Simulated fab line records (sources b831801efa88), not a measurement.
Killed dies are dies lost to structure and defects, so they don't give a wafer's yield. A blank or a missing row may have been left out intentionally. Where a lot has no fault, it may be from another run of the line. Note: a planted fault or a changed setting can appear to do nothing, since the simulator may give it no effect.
One fault through the eyes of 2 desks | flow sfq-line | numbers are kept per desk, each desk with only its own; the story behind them comes last

## THE TOOL OWNER'S DESK: litho-track-04
The tool's own readings at SFQ_TRILAYER_M1_LITHO_COAT_039 (resist thk 600 nm): means of the sampled wafers that have a number, for each lot that ran on this tool. A lot is out of limits, marked OUT, if its mean lies more than 4 standard deviations from the usual mean; the brackets give that distance.
Columns: A = spin-speed-rpm at SFQ_TRILAYER_M1_LITHO_COAT_039, usual 3000.1 rpm
lot  | first seen here | A
L237 | day 17 19:18    | 2997.6
L247 | day 23 09:55    | 2999.5
L248 | day 23 14:38    | 2999.3
This desk's verdict: no lot among the 3 shows anything out of limits.

## AT THE METROLOGY DESK
Means of the sampled wafers that have a number, per lot and without regard to the tool the lot ran on: this is what the gauges read. A lot is out of limits, marked OUT, if its mean lies more than 4 standard deviations from the usual mean; the brackets give that distance.
Columns: A = I0_OVL at SFQ_I0_OVL_MEAS_908, usual 2 nm; B = M1_NB_RS at SFQ_M1_RS_MEAS_909, usual 0.893 ohm/sq; C = M1_OVL at SFQ_M1_OVL_MEAS_911, usual -1 nm
lot  | first seen here | A  | B     | C
L236 | day 17 09:20    | 3  | 0.883 | 0
L237 | day 17 17:44    | -3 | 0.905 | -2
L247 | day 23 08:17    | 4  | 0.889 | -6
L248 | day 23 13:05    | -4 | 0.888 | -2
L252 | day 25 11:47    | 1  | 0.883 | 5
L256 | day 26 15:38    | -7 | 0.888 | 4
This desk's verdict: no lot among the 6 shows anything out of limits.

## ALL TOGETHER
The tool owner's desk saw nothing out of limits.
Metrology desk: nothing out of limits seen.

## WHAT THE SIMULATOR HAD PUT IN
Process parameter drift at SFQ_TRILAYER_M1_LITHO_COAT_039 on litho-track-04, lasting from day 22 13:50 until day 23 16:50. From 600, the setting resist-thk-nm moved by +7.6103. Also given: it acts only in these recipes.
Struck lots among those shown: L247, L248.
